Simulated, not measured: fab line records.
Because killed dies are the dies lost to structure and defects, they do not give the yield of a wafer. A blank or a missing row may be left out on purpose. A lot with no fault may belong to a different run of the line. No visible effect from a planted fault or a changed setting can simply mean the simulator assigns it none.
The tool behind it: which one? | flow gf180mcu | 11 lots, 33 wafers sampled, at 3 steps of a route of 602

## WHAT THE GAUGES READ, wafer by wafer
GF_PSD_RS_MEAS_15: the measuring method here is four-point-probe.
lot  | measured     | on            | PSD_RS (ohm/sq)
L136 | day 14 05:50 | film_metro-02 | 108.71 108.74 108.92
L137 | day 14 15:46 | film_metro-03 | 108.73 109.01 108.70
L140 | day 15 11:06 | film_metro-03 | 108.97 108.98 109.08
L143 | day 16 14:26 | film_metro-01 | 113.59 113.63 113.50
L144 | day 16 19:18 | film_metro-02 | 113.29 113.46 113.69
L145 | day 17 07:54 | film_metro-03 | 113.55 113.60 113.58
L148 | day 18 10:47 | film_metro-02 | 108.71 108.67 108.75
L153 | day 20 04:18 | film_metro-02 | 108.38 108.56 108.45
L154 | day 20 12:23 | film_metro-02 | 108.65 108.51 108.62
L156 | day 21 11:44 | film_metro-03 | 108.53 108.69 108.69
L159 | day 22 06:42 | film_metro-01 | 108.40 108.26 108.41

## WHICH TOOL RAN EACH LOT (tool, then ch and the chambers of the sampled wafers, then the start)
lot  | GF_PSD_IMPLANT_09               | GF_PSD_STRIP_10
L136 | implanter-02 ch 0, day 14 05:16 | plasma_asher-02 ch 0,1, day 14 05:25
L137 | implanter-01 ch 0, day 14 15:12 | plasma_asher-04 ch 0,1, day 14 15:20
L140 | implanter-03 ch 0, day 15 10:32 | plasma_asher-02 ch 0, day 15 10:40
L143 | implanter-03 ch 0, day 16 13:53 | plasma_asher-02 ch 0,1, day 16 14:01
L144 | implanter-03 ch 0, day 16 18:44 | plasma_asher-02 ch 0,1, day 16 18:52
L145 | implanter-03 ch 0, day 17 07:20 | plasma_asher-01 ch 0,1, day 17 07:29
L148 | implanter-01 ch 0, day 18 10:14 | plasma_asher-02 ch 0,1, day 18 10:22
L153 | implanter-03 ch 0, day 20 03:44 | plasma_asher-04 ch 0,1, day 20 03:53
L154 | implanter-03 ch 0, day 20 11:49 | plasma_asher-02 ch 0,1, day 20 11:57
L156 | implanter-03 ch 0, day 21 11:11 | plasma_asher-01 ch 0,1, day 21 11:19
L159 | implanter-03 ch 0, day 22 06:08 | plasma_asher-01 ch 0,1, day 22 06:16
- GF_PSD_IMPLANT_09
- GF_PSD_STRIP_10: strips in O2/N2.

## THE ANSWER, worked out from the rows above alone
Rule: usual is defined by the lots themselves. The widest of any qualifying gaps counts: lots, ordered by their means at a reading, are off when they make up no more than a third of the lots, leave a main group of 4 or more, and stand apart from it by 3 or more times the standard deviation of that group's means. A main group whose means are all the same, to the digits that the tables above print for the reading, isn't used. A lot without any number at a reading at which 4 lots or more have one is off too. Where the step has rows for the other lots, those lots are counted as sound.
Off: L143, L144, L145, seen at GF_PSD_RS_MEAS_15 (PSD_RS). The main group has a mean of 108.67 ohm/sq with a standard deviation of 0.19.
A tool fits if, at a process step before that reading, it ran every lot that is off, and no sound lot after the first of them. Those tools and the gauges at GF_PSD_RS_MEAS_15 are tried in the same way. Of those tried, none fits.

## WHAT THE SIMULATOR PUT IN
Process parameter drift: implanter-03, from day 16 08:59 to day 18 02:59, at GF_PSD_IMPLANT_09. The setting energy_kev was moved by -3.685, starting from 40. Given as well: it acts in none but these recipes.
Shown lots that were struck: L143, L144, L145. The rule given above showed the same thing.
